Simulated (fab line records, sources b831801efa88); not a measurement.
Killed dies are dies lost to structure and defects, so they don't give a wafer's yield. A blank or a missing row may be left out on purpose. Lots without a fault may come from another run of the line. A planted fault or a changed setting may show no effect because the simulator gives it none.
Which tool did it? | flow gf180mcu | 13 lots, 39 wafers sampled, at 1 step of a route of 602

WHAT THE GAUGES READ, wafer by wafer
GF_STI_THK_MEAS_30. Usual: STI_OXIDATION_02_THK 9.79 nm, standard deviation 0.21.
lot  | measured    | on            | STI_OXIDATION_02_THK (nm) | flag
L665 | day 2 08:39 | film_metro-02 | 10.12 10.01 9.89          |
L666 | day 2 11:36 | film_metro-02 | 9.75 9.74 9.95            |
L667 | day 2 15:16 | film_metro-01 | 10.09 10.08 9.99          |
L670 | day 3 07:38 | film_metro-01 | 10.07 9.80 10.02          |
L673 | day 3 22:46 | film_metro-02 | 9.51 9.68 9.72            |
L677 | day 4 21:10 | film_metro-04 | 9.91 9.99 9.90            |
L678 | day 5 01:08 | film_metro-04 | 9.34 9.51 9.44            |
L680 | day 5 12:46 | film_metro-01 | 9.69 9.66 9.65            |
L683 | day 6 02:46 | film_metro-04 | 9.95 9.88 10.04           |
L685 | day 6 12:56 | film_metro-04 | 9.87 10.07 10.08          |
L686 | day 6 19:29 | film_metro-02 | 9.33 9.51 9.33            |
L687 | day 7 00:29 | film_metro-01 | 10.12 10.02 10.17         |
L688 | day 7 05:28 | film_metro-04 | 9.46 9.38 9.45            |

WHICH TOOL RAN EACH LOT (tool, then ch and the chambers of the sampled wafers, then the start)
The record holds no process step before these readings.

WHAT THE TOOLS THEMSELVES READ (means of the sampled wafers that have a number; where no wafer has one, the mark that the record gives instead)
The record holds no such reading with a usual standard deviation.

THE ANSWER, worked out from the rows above alone
Rule: a lot is off if the mean of its wafers that have a number lies more than 3 standard deviations from the usual mean. A lot without any number at a reading at which 4 lots or more have one is off too. The other lots that the step has rows for count as sound. The gauges are gone through in route order, then the tools' own readings, and for those a lot's mean is taken as printed above. The first step at which some lot is off is used, and at that step the reading that is off furthest; a lot without a number counts as furthest.
No lot is off at any reading shown: from this, nothing can be told.

WHAT THE SIMULATOR HAD PUT IN
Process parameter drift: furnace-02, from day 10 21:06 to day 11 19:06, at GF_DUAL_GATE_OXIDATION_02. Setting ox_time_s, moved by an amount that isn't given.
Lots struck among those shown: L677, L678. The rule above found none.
